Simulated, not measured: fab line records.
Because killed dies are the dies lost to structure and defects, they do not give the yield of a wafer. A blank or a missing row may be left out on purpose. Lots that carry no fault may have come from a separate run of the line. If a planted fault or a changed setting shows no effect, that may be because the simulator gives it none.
fab line records    flow sky130
[record] lots = 24  wafers = 72  lastDay = 50
route steps=708 shown CONTACT@421 METAL1@449 METAL3@533 CAPM@540
lots untouched by any fault: they come from a run of this same line in which no faults occurred
startH: hours from the record's first day to the start of the lot's first wafer shown    waitH: hours since the lot's step before    " as in the row above    L1.1+2: several wafers, shown together as one row    - either no value or no given start    * or withheld: withheld    < > ~ a bound
route shown NAME@n: a module of which the file shows steps, and the number in the route of the first    usual: mean/standard deviation of fault-free wafers    same: alike in all rows    chamber/n: place in a boat    sites: per-site readings    _std_site: their standard deviation    _edge_site: outer sites' mean less inner sites'    radiusMm: for every site, how far away it sits from the centre of the wafer    mask NAME#n: copy n    behind: tool/chamber where the wafer was last shaped    hold: why the lot went on hold/how many hours it stayed there/how the hold came to an end    device: whichever transistor did not switch (one of n, p or np)    end of line: at the end of the route, the tests of the same wafers    a step with no rows: only its recipe    killed: dies lost to structure and defects at the first sort, not the wafer's yield    map: a wafer's dies, marking killed ones x, the rest . and places with no die _
set.NAME: the setting the step ran with; set.NAME@STEP: the setting that earlier step ran with    model.NAME: the simulator's own value behind a step, which no gauge read
one table for each step of the route and one row for each wafer, over a sample of lots
services: when a tool's chamber went out of use (startH, in hours from the record's first day, below 0 if earlier), for how many hours, and the reason
[[steps]]
[step SKY_CONTACT_OVL_MEAS_15]
[usual] CONTACT_OVL = 3/5.9
lot.wafer  tool        chamber  startH  waitH  CONTACT_OVL[nm]
L074.2     overlay-01  -        735.65  0.1    6
L074.4     "           -        "       "      14
L074.6     "           -        "       "      6
L075.2     overlay-02  -        746.40  0.1    -6
L075.4     "           -        "       "      -6
L075.6     "           -        "       "      -3
L076.2     overlay-01  -        746.95  0.1    6
L076.3     "           -        "       "      6
L076.5     "           -        "       "      13
L077.1     overlay-02  -        755.55  0.1    4
L077.3     "           -        "       "      11
L077.5     "           -        "       "      14
L078.1     overlay-01  -        767.26  0.1    5
L078.4     "           -        "       "      2
L078.6     "           -        "       "      5
L079.2     overlay-01  -        771.26  0.1    6
L079.3     "           -        "       "      4
L079.6     "           -        "       "      11
L080.1     overlay-01  -        780.36  0.1    9
L080.4     "           -        "       "      -1
L080.5     "           -        "       "      -4
L081.3     overlay-02  -        791.27  0.1    0
L081.5     "           -        "       "      -1
L081.6     "           -        "       "      0
L082.1     overlay-01  -        798.00  0.1    10
L082.2     "           -        "       "      6
L082.4     "           -        "       "      12
L083.2     overlay-01  -        808.41  0.1    6
L083.4     "           -        "       "      10
L083.5     "           -        "       "      1
L084.3     overlay-01  -        813.41  0.1    5
L084.4     "           -        "       "      0
L084.5     "           -        "       "      9
L085.2     overlay-02  -        825.45  0.1    -3
L085.3     "           -        "       "      3
L085.4     "           -        "       "      -15
L086.1     overlay-02  -        828.35  0.1    -6
L086.2     "           -        "       "      1
L086.3     "           -        "       "      -1
L087.2     overlay-02  -        835.66  0.1    -8
L087.4     "           -        "       "      -4
L087.6     "           -        "       "      -3
L088.3     overlay-01  -        842.11  0.1    1
L088.4     "           -        "       "      -1
L088.6     "           -        "       "      2
L089.1     overlay-02  -        852.36  0.1    -3
L089.4     "           -        "       "      -2
L089.5     "           -        "       "      -9
L090.2     overlay-02  -        863.16  0.1    8
L090.3     "           -        "       "      -3
L090.4     "           -        "       "      7
L091.1     overlay-01  -        866.66  0.1    7
L091.2     "           -        "       "      11
L091.6     "           -        "       "      5
L092.1     overlay-02  -        873.55  0.1    -3
L092.3     "           -        "       "      1
L092.6     "           -        "       "      7
L093.1     overlay-02  -        884.46  0.1    3
L093.2     "           -        "       "      13
L093.4     "           -        "       "      11
L094.2     overlay-01  -        889.35  0.1    1
L094.5     "           -        "       "      -3
L094.6     "           -        "       "      3
L095.3     overlay-02  -        902.81  0.1    -3
L095.4     "           -        "       "      -9
L095.5     "           -        "       "      -6
L096.1     overlay-01  -        906.65  0.1    0
L096.4     "           -        "       "      6
L096.6     "           -        "       "      0
L097.2     overlay-01  -        911.26  0.1    1
L097.5     "           -        "       "      5
L097.6     "           -        "       "      6
[step SKY_METAL1_CD_MEAS_15]
[recipe] targetCdNm = 140
[usual] cdNm = 140.0/1.6
lot.wafer  tool      chamber  startH  waitH  cdNm
L074.2     cdSem-01  -        764.90  -      138.4
L074.4     "         -        "       "      138.9
L074.6     "         -        "       "      139.7
L075.2     cdSem-01  -        774.06  -      142.2
L075.4     "         -        "       "      140.9
L075.6     "         -        "       "      142.1
L076.2     cdSem-01  -        775.25  -      140.2
L076.3     "         -        "       "      140.0
L076.5     "         -        "       "      140.2
L077.1     cdSem-02  -        784.23  -      139.5
L077.3     "         -        "       "      140.4
L077.5     "         -        "       "      141.5
L078.1     cdSem-02  -        795.29  -      141.3
L078.4     "         -        "       "      140.4
L078.6     "         -        "       "      141.8
L079.2     cdSem-01  -        799.05  -      140.3
L079.3     "         -        "       "      141.0
L079.6     "         -        "       "      139.7
L080.1     cdSem-02  -        808.99  -      142.6
L080.4     "         -        "       "      143.0
L080.5     "         -        "       "      143.1
L081.3     cdSem-02  -        819.92  -      139.1
L081.5     "         -        "       "      138.3
L081.6     "         -        "       "      138.7
L082.1     cdSem-02  -        825.69  -      141.5
L082.2     "         -        "       "      140.2
L082.4     "         -        "       "      141.2
L083.2     cdSem-01  -        835.90  -      140.0
L083.4     "         -        "       "      140.0
L083.5     "         -        "       "      140.5
L084.3     cdSem-02  -        840.68  -      138.2
L084.4     "         -        "       "      136.8
L084.5     "         -        "       "      137.3
L085.2     cdSem-01  -        852.51  -      141.0
L085.3     "         -        "       "      141.0
L085.4     "         -        "       "      140.5
L086.1     cdSem-02  -        855.93  -      138.8
L086.2     "         -        "       "      140.2
L086.3     "         -        "       "      140.4
L087.2     cdSem-01  -        862.71  -      141.0
L087.4     "         -        "       "      140.7
L087.6     "         -        "       "      139.6
L088.3     cdSem-01  -        870.02  -      136.6
L088.4     "         -        "       "      135.9
L088.6     "         -        "       "      137.6
L089.1     cdSem-01  -        880.21  -      138.3
L089.4     "         -        "       "      140.0
L089.5     "         -        "       "      140.0
L090.2     cdSem-01  -        890.76  -      140.5
L090.3     "         -        "       "      140.6
L090.4     "         -        "       "      139.5
L091.1     cdSem-01  -        894.33  -      139.4
L091.2     "         -        "       "      139.0
L091.6     "         -        "       "      139.5
L092.1     cdSem-01  -        900.59  -      139.7
L092.3     "         -        "       "      139.8
L092.6     "         -        "       "      140.2
L093.1     cdSem-02  -        911.83  -      140.9
L093.2     "         -        "       "      139.8
L093.4     "         -        "       "      139.7
L094.2     cdSem-01  -        915.65  -      141.8
L094.5     "         -        "       "      142.0
L094.6     "         -        "       "      142.1
L095.3     cdSem-02  -        929.18  -      142.2
L095.4     "         -        "       "      142.3
L095.5     "         -        "       "      143.4
L096.1     cdSem-02  -        932.68  -      136.3
L096.4     "         -        "       "      138.1
L096.6     "         -        "       "      137.5
L097.2     cdSem-02  -        937.81  -      140.4
L097.5     "         -        "       "      138.4
L097.6     "         -        "       "      139.7
[step SKY_METAL1_ETCH_18]
[recipe] chemistry = N2/H2  target = BARC  ionEnergyEv = 200  biasW = 100  pressureMtorr = 30  n2FlowSccm = 100  h2FlowSccm = 200  icpW = 500  stopOn = SiO2  timeS = 45.9  targetDepthA = 600
[usual] drypumpMotorCurrentA = 5.76/0.29  oesProductAu = 0.854/0.0051  throttleValvePct = 13.225/0.0093
lot.wafer  tool         chamber  startH  waitH  drypumpMotorCurrentA  oesProductAu  rfHoursCounterH  throttleValvePct
L074.2     rieMetal-04  1        765.07  0.0    5.78                  0.867         13               13.224
L074.4     "            1        "       "      5.83                  0.865         -                13.235
L074.6     "            0        "       "      5.95                  0.858         -                13.226
L075.2     rieMetal-04  0        774.22  0.0    5.95                  0.850         4                13.228
L075.4     "            0        "       "      5.95                  0.862         -                13.223
L075.6     "            1        "       "      5.82                  0.858         -                13.235
L076.2     rieMetal-01  0        775.42  0.0    5.65                  0.854         14               13.213
L076.3     "            1        "       "      5.84                  0.856         -                13.234
L076.5     "            0        "       "      5.66                  0.856         -                13.236
L077.1     rieMetal-01  0        784.42  0.0    5.64                  0.859         15               13.239
L077.3     "            0        "       "      5.65                  0.855         -                13.207
L077.5     "            0        "       "      5.65                  0.860         -                13.229
L078.1     rieMetal-01  0        795.47  0.0    5.66                  0.850         15               13.222
L078.4     "            1        "       "      5.82                  0.854         -                13.228
L078.6     "            0        "       "      5.64                  0.838         -                13.221
L079.2     rieMetal-01  1        799.22  0.0    5.85                  0.852         4                13.221
L079.3     "            0        "       "      5.64                  0.859         -                13.219
L079.6     "            1        "       "      5.82                  0.852         -                13.206
L080.1     rieMetal-01  1        809.21  0.1    5.85                  0.857         4                13.232
L080.4     "            1        "       "      5.84                  0.855         -                13.214
L080.5     "            1        "       "      5.85                  0.852         -                13.213
L081.3     rieMetal-01  1        820.14  0.1    5.84                  0.858         -                13.228
L081.5     "            1        "       "      5.82                  0.857         -                13.233
L081.6     "            1        "       "      5.82                  0.860         -                13.222
L082.1     rieMetal-03  1        825.88  0.0    5.03                  0.856         4                13.245
L082.2     "            0        "       "      6.10                  0.852         5                13.219
L082.4     "            0        "       "      6.11                  0.858         -                13.225
L083.2     rieMetal-03  0        836.07  0.0    6.08                  0.848         6                13.232
L083.4     "            0        "       "      6.10                  0.860         -                13.214
L083.5     "            1        "       "      4.99                  0.844         -                13.237
L084.3     rieMetal-04  0        840.85  0.0    5.96                  0.852         -                13.229
L084.4     "            1        "       "      5.82                  0.856         -                13.236
L084.5     "            0        "       "      5.96                  0.849         -                13.237
L085.2     rieMetal-01  0        852.68  0.0    5.65                  0.851         1                13.206
L085.3     "            1        "       "      5.83                  0.851         -                13.224
L085.4     "            0        "       "      5.64                  0.859         -                13.243
L086.1     rieMetal-01  0        856.12  0.0    5.67                  0.856         1                13.224
L086.2     "            1        "       "      5.84                  0.847         7                13.224
L086.3     "            0        "       "      5.67                  0.853         -                13.225
L087.2     rieMetal-01  1        862.88  0.0    5.82                  0.856         7                13.217
L087.4     "            1        "       "      5.84                  0.855         -                13.221
L087.6     "            0        "       "      5.61                  0.857         -                13.220
L088.3     rieMetal-04  1        870.19  0.0    5.85                  0.855         -                13.248
L088.4     "            0        "       "      5.96                  0.853         -                13.224
L088.6     "            1        "       "      5.85                  0.852         -                13.228
L089.1     rieMetal-01  0        880.39  0.0    5.64                  0.849         2                13.236
L089.4     "            1        "       "      5.83                  0.851         -                13.214
L089.5     "            1        "       "      5.83                  0.852         -                13.231
L090.2     rieMetal-04  1        890.93  0.0    5.84                  0.854         17               13.221
L090.3     "            1        "       "      5.84                  0.860         -                13.234
L090.4     "            0        "       "      5.97                  0.853         -                13.208
L091.1     rieMetal-03  1        894.52  0.0    5.02                  0.845         7                13.223
L091.2     "            0        "       "      6.10                  0.846         8                13.225
L091.6     "            1        "       "      5.01                  0.860         -                13.221
L092.1     rieMetal-03  1        900.78  0.0    5.03                  0.862         7                13.232
L092.3     "            0        "       "      6.12                  0.857         -                13.218
L092.6     "            0        "       "      6.12                  0.859         -                13.231
L093.1     rieMetal-01  1        912.02  0.0    5.85                  0.849         9                13.240
L093.2     "            0        "       "      5.66                  0.860         4                13.220
L093.4     "            0        "       "      5.65                  0.850         -                13.242
L094.2     rieMetal-01  1        915.82  0.0    5.85                  0.857         9                13.235
L094.5     "            0        "       "      5.65                  0.847         -                13.242
L094.6     "            1        "       "      5.84                  0.859         -                13.226
L095.3     rieMetal-03  0        929.35  0.0    6.12                  0.854         -                13.251
L095.4     "            1        "       "      5.03                  0.858         -                13.218
L095.5     "            1        "       "      5.04                  0.853         -                13.203
L096.1     rieMetal-04  0        932.90  0.1    5.97                  0.853         10               13.228
L096.4     "            0        "       "      5.96                  0.860         -                13.217
L096.6     "            0        "       "      5.95                  0.853         -                13.222
L097.2     rieMetal-04  1        937.98  0.0    5.81                  0.856         0                13.236
L097.5     "            0        "       "      5.97                  0.856         -                13.223
L097.6     "            1        "       "      5.84                  0.852         -                13.224
[step SKY_METAL1_STRIP_20]
[recipe] chemistry = O2/N2  powerW = 1400  pressureMtorr = 1500  platenTempC = withheld  o2FlowSccm = 3000  n2FlowSccm = 300  overashFraction = 0.5
[usual] drypumpMotorCurrentA = 5.80/0.27  oesProductAu = 0.342/0.0051  stripTimeToEndpointS = 2.70/0.039
lot.wafer  tool            chamber  startH  waitH  drypumpMotorCurrentA  oesProductAu  rfHoursCounterH  stripTimeToEndpointS
L074.2     plasmaAsher-04  1        765.22  0.1    6.09                  0.345         91               2.76
L074.4     "               0        "       "      6.23                  0.355         -                2.76
L074.6     "               1        "       "      6.07                  0.342         -                2.72
L075.2     plasmaAsher-03  0        774.38  0.1    5.56                  0.334         66               2.71
L075.4     "               0        "       "      5.52                  0.346         -                2.73
L075.6     "               0        "       "      5.51                  0.346         -                2.79
L076.2     plasmaAsher-03  1        775.57  0.1    5.59                  0.338         67               2.68
L076.3     "               1        "       "      5.60                  0.344         -                2.76
L076.5     "               0        "       "      5.51                  0.348         -                2.69
L077.1     plasmaAsher-02  0        784.57  0.1    6.11                  0.337         4                2.70
L077.3     "               1        "       "      5.68                  0.350         -                2.69
L077.5     "               0        "       "      6.09                  0.342         -                2.67
L078.1     plasmaAsher-03  1        795.63  0.1    5.61                  0.342         68               2.67
L078.4     "               0        "       "      5.57                  0.335         -                2.72
L078.6     "               0        "       "      5.55                  0.342         -                2.63
L079.2     plasmaAsher-02  1        799.37  0.1    5.68                  0.346         6                2.69
L079.3     "               1        "       "      5.70                  0.347         -                2.66
L079.6     "               1        "       "      5.69                  0.338         -                2.70
L080.1     plasmaAsher-04  0        809.52  0.1    6.23                  0.342         95               2.69
L080.4     "               0        "       "      6.23                  0.343         -                2.72
L080.5     "               0        "       "      6.23                  0.339         -                2.72
L081.3     plasmaAsher-03  1        820.44  0.1    5.63                  0.335         -                2.69
L081.5     "               1        "       "      5.62                  0.338         -                2.68
L081.6     "               0        "       "      5.50                  0.343         -                2.67
L082.1     plasmaAsher-04  1        826.03  0.1    6.10                  0.339         97               2.72
L082.2     "               0        "       "      6.22                  0.336         97               2.72
L082.4     "               1        "       "      6.08                  0.342         -                2.70
L083.2     plasmaAsher-02  1        836.22  0.1    5.68                  0.339         9                2.67
L083.4     "               0        "       "      6.05                  0.348         -                2.67
L083.5     "               1        "       "      5.70                  0.348         -                2.69
L084.3     plasmaAsher-02  1        841.01  0.1    5.69                  0.338         -                2.69
L084.4     "               0        "       "      6.09                  0.352         -                2.75
L084.5     "               0        "       "      6.08                  0.347         -                2.68
L085.2     plasmaAsher-03  0        852.83  0.1    5.53                  0.345         74               2.69
L085.3     "               1        "       "      5.60                  0.350         -                2.69
L085.4     "               0        "       "      5.56                  0.346         -                2.67
L086.1     plasmaAsher-03  1        856.27  0.1    5.61                  0.346         74               2.74
L086.2     "               0        "       "      5.53                  0.335         74               2.70
L086.3     "               1        "       "      5.61                  0.344         -                2.71
L087.2     plasmaAsher-03  0        863.03  0.1    5.53                  0.348         75               2.70
L087.4     "               1        "       "      5.61                  0.340         -                2.73
L087.6     "               0        "       "      5.56                  0.336         -                2.71
L088.3     plasmaAsher-03  1        870.35  0.1    5.62                  0.336         -                2.78
L088.4     "               0        "       "      5.55                  0.347         -                2.72
L088.6     "               0        "       "      5.51                  0.345         -                2.77
L089.1     plasmaAsher-03  1        880.55  0.1    5.61                  0.343         77               2.71
L089.4     "               1        "       "      5.62                  0.341         -                2.74
L089.5     "               0        "       "      5.54                  0.339         -                2.71
L090.2     plasmaAsher-03  1        891.08  0.1    5.61                  0.345         78               2.78
L090.3     "               0        "       "      5.54                  0.339         -                2.76
L090.4     "               1        "       "      5.61                  0.335         -                2.66
L091.1     plasmaAsher-04  0        894.67  0.1    6.22                  0.340         104              2.68
L091.2     "               1        "       "      6.09                  0.340         104              2.65
L091.6     "               1        "       "      6.09                  0.335         -                2.68
L092.1     plasmaAsher-04  1        900.93  0.1    6.06                  0.332         104              2.67
L092.3     "               1        "       "      6.06                  0.337         -                2.69
L092.6     "               0        "       "      6.20                  0.331         -                2.68
L093.1     plasmaAsher-04  1        912.17  0.1    6.07                  0.351         106              2.76
L093.2     "               0        "       "      6.22                  0.348         106              2.76
L093.4     "               0        "       "      6.21                  0.349         -                2.73
L094.2     plasmaAsher-04  0        915.97  0.1    6.23                  0.344         106              2.68
L094.5     "               1        "       "      6.08                  0.345         -                2.65
L094.6     "               0        "       "      6.24                  0.344         -                2.66
L095.3     plasmaAsher-02  0        929.51  0.1    6.07                  0.352         -                2.72
L095.4     "               1        "       "      5.63                  0.338         -                2.76
L095.5     "               1        "       "      5.67                  0.347         -                2.77
L096.1     plasmaAsher-03  1        933.21  0.1    5.61                  0.344         82               2.64
L096.4     "               1        "       "      5.62                  0.345         -                2.67
L096.6     "               0        "       "      5.53                  0.334         -                2.64
L097.2     plasmaAsher-03  1        938.13  0.1    5.62                  0.339         83               2.66
L097.5     "               0        "       "      5.49                  0.340         -                2.70
L097.6     "               1        "       "      5.62                  0.344         -                2.63
[step SKY_METAL3_SPUTTER_01]
[recipe] material = TiN  targetThkNm = 20  powerW = 6500  timeS = 16.7  chamberPressurePa = 0.4
[usual] throttleValvePct = 30.0/0.73
lot.wafer  tool           chamber  startH   waitH  throttleValvePct
L074.2     pvdSputter-02  -        851.06   0.0    29.7
L074.4     "              -        "        "      29.8
L074.6     "              -        "        "      30.7
L075.2     pvdSputter-02  -        859.29   0.0    30.3
L075.4     "              -        "        "      30.5
L075.6     "              -        "        "      30.1
L076.2     pvdSputter-04  -        859.62   0.0    29.9
L076.3     "              -        "        "      29.2
L076.5     "              -        "        "      30.1
L077.1     pvdSputter-02  -        868.77   0.0    29.8
L077.3     "              -        "        "      30.4
L077.5     "              -        "        "      31.0
L078.1     pvdSputter-01  -        880.08   0.0    28.9
L078.4     "              -        "        "      29.7
L078.6     "              -        "        "      29.8
L079.2     pvdSputter-04  -        883.79   0.0    29.1
L079.3     "              -        "        "      30.5
L079.6     "              -        "        "      30.7
L080.1     pvdSputter-04  -        893.04   0.0    29.1
L080.4     "              -        "        "      30.4
L080.5     "              -        "        "      30.5
L081.3     pvdSputter-02  -        904.58   0.0    30.4
L081.5     "              -        "        "      30.4
L081.6     "              -        "        "      30.1
L082.1     pvdSputter-02  -        910.40   0.0    30.5
L082.2     "              -        "        "      30.9
L082.4     "              -        "        "      30.1
L083.2     pvdSputter-01  -        918.13   0.0    27.8
L083.4     "              -        "        "      29.5
L083.5     "              -        "        "      29.2
L084.3     pvdSputter-01  -        924.08   0.0    27.9
L084.4     "              -        "        "      30.8
L084.5     "              -        "        "      30.8
L085.2     pvdSputter-04  -        935.27   0.0    30.2
L085.3     "              -        "        "      29.0
L085.4     "              -        "        "      30.7
L086.1     pvdSputter-04  -        938.44   0.0    30.1
L086.2     "              -        "        "      29.2
L086.3     "              -        "        "      30.4
L087.2     pvdSputter-04  -        944.82   0.0    30.6
L087.4     "              -        "        "      29.8
L087.6     "              -        "        "      30.1
L088.3     pvdSputter-02  -        951.51   0.0    29.9
L088.4     "              -        "        "      31.0
L088.6     "              -        "        "      30.0
L089.1     pvdSputter-04  -        960.75   0.0    29.1
L089.4     "              -        "        "      30.3
L089.5     "              -        "        "      30.5
L090.2     pvdSputter-02  -        970.99   0.0    30.2
L090.3     "              -        "        "      30.7
L090.4     "              -        "        "      30.0
L091.1     pvdSputter-01  -        972.47   0.0    29.1
L091.2     "              -        "        "      29.8
L091.6     "              -        "        "      30.9
L092.1     pvdSputter-01  -        980.03   0.0    30.5
L092.3     "              -        "        "      28.0
L092.6     "              -        "        "      30.5
L093.1     pvdSputter-04  -        992.57   0.0    30.5
L093.2     "              -        "        "      30.5
L093.4     "              -        "        "      29.2
L094.2     pvdSputter-04  -        993.75   0.0    30.0
L094.5     "              -        "        "      30.6
L094.6     "              -        "        "      30.2
L095.3     pvdSputter-04  -        1006.46  0.0    29.2
L095.4     "              -        "        "      30.4
L095.5     "              -        "        "      30.6
L096.1     pvdSputter-01  -        1010.08  0.0    29.2
L096.4     "              -        "        "      30.0
L096.6     "              -        "        "      29.7
L097.2     pvdSputter-02  -        1016.43  0.0    29.9
L097.5     "              -        "        "      29.9
L097.6     "              -        "        "      29.8
[step SKY_CAPM_RS_MEAS_03]
[recipe] thkMeasGauge = four-point-probe  reads = TiN_of_CAPM_SPUTTER_02
[usual] CAPM_TIN_RS = 6.92/0.063
lot.wafer  tool          chamber  startH   waitH  CAPM_TIN_RS[ohm/sq]
L074.2     filmMetro-02  -        851.40   0.1    7.01
L074.4     "             -        "        "      6.93
L074.6     "             -        "        "      6.99
L075.2     filmMetro-01  -        859.63   0.1    7.02
L075.4     "             -        "        "      6.96
L075.6     "             -        "        "      7.01
L076.2     filmMetro-04  -        859.96   0.1    6.84
L076.3     "             -        "        "      6.88
L076.5     "             -        "        "      6.83
L077.1     filmMetro-04  -        869.09   0.1    6.86
L077.3     "             -        "        "      6.90
L077.5     "             -        "        "      6.86
L078.1     filmMetro-04  -        880.41   0.1    6.88
L078.4     "             -        "        "      6.91
L078.6     "             -        "        "      6.89
L079.2     filmMetro-04  -        884.15   0.1    6.86
L079.3     "             -        "        "      6.87
L079.6     "             -        "        "      6.84
L080.1     filmMetro-01  -        893.36   0.1    6.86
L080.4     "             -        "        "      6.77
L080.5     "             -        "        "      6.90
L081.3     filmMetro-04  -        904.95   0.1    6.89
L081.5     "             -        "        "      6.83
L081.6     "             -        "        "      6.88
L082.1     filmMetro-04  -        910.74   0.1    6.88
L082.2     "             -        "        "      6.92
L082.4     "             -        "        "      6.92
L083.2     filmMetro-01  -        918.47   0.1    6.93
L083.4     "             -        "        "      7.03
L083.5     "             -        "        "      7.01
L084.3     filmMetro-01  -        924.44   0.1    6.98
L084.4     "             -        "        "      6.99
L084.5     "             -        "        "      6.95
L085.2     filmMetro-01  -        935.61   0.1    7.02
L085.3     "             -        "        "      7.01
L085.4     "             -        "        "      6.99
L086.1     filmMetro-02  -        938.76   0.1    6.85
L086.2     "             -        "        "      6.88
L086.3     "             -        "        "      6.85
L087.2     filmMetro-04  -        945.16   0.1    6.87
L087.4     "             -        "        "      6.91
L087.6     "             -        "        "      6.91
L088.3     filmMetro-01  -        951.87   0.1    6.92
L088.4     "             -        "        "      6.86
L088.6     "             -        "        "      6.99
L089.1     filmMetro-01  -        961.07   0.1    6.94
L089.4     "             -        "        "      6.97
L089.5     "             -        "        "      6.96
L090.2     filmMetro-04  -        971.34   0.1    7.08
L090.3     "             -        "        "      7.01
L090.4     "             -        "        "      7.14
L091.1     filmMetro-04  -        972.80   0.1    6.93
L091.2     "             -        "        "      6.90
L091.6     "             -        "        "      6.90
L092.1     filmMetro-04  -        980.35   0.1    6.91
L092.3     "             -        "        "      6.99
L092.6     "             -        "        "      7.03
L093.1     filmMetro-04  -        992.90   0.1    6.98
L093.2     "             -        "        "      6.95
L093.4     "             -        "        "      6.93
L094.2     filmMetro-01  -        994.09   0.1    6.84
L094.5     "             -        "        "      6.85
L094.6     "             -        "        "      6.85
L095.3     filmMetro-01  -        1006.82  0.1    6.91
L095.4     "             -        "        "      6.93
L095.5     "             -        "        "      6.89
L096.1     filmMetro-02  -        1010.40  0.1    6.96
L096.4     "             -        "        "      6.99
L096.6     "             -        "        "      6.96
L097.2     filmMetro-01  -        1016.77  0.1    6.88
L097.5     "             -        "        "      6.89
L097.6     "             -        "        "      6.91
[[services]]
tool            chamber  startH   hours  kind
rieMetal-04     1        760.73   2.0    repair
plasmaAsher-04  -        766.14   1.2    repair
rieMetal-04     0        787.42   1.2    repair
pvdSputter-04   -        791.24   1.4    repair
rieMetal-01     0        801.12   -      clean
rieMetal-01     0        801.12   25.2   scheduledDown
rieMetal-04     -        803.20   0.5    repair
rieMetal-01     1        813.56   5.7    repair
pvdSputter-02   -        815.19   4.5    repair
pvdSputter-01   -        849.35   1.8    repair
rieMetal-04     -        853.32   1.4    pm
pvdSputter-02   -        856.05   1.2    repair
pvdSputter-02   -        872.16   27.3   repair
plasmaAsher-03  -        919.48   2.4    repair
pvdSputter-01   -        931.00   11.1   repair
rieMetal-03     1        934.91   2.4    repair
plasmaAsher-03  -        948.72   15.6   pm
plasmaAsher-04  -        956.48   2.5    repair
plasmaAsher-03  -        968.03   0.8    repair
pvdSputter-02   -        991.31   4.6    repair
rieMetal-04     -        1010.11  2.8    pm
pvdSputter-04   -        1011.24  4.4    repair
plasmaAsher-04  -        1013.99  21.8   repair
rieMetal-01     -        1016.30  2.8    pm
[[key]]
fault none
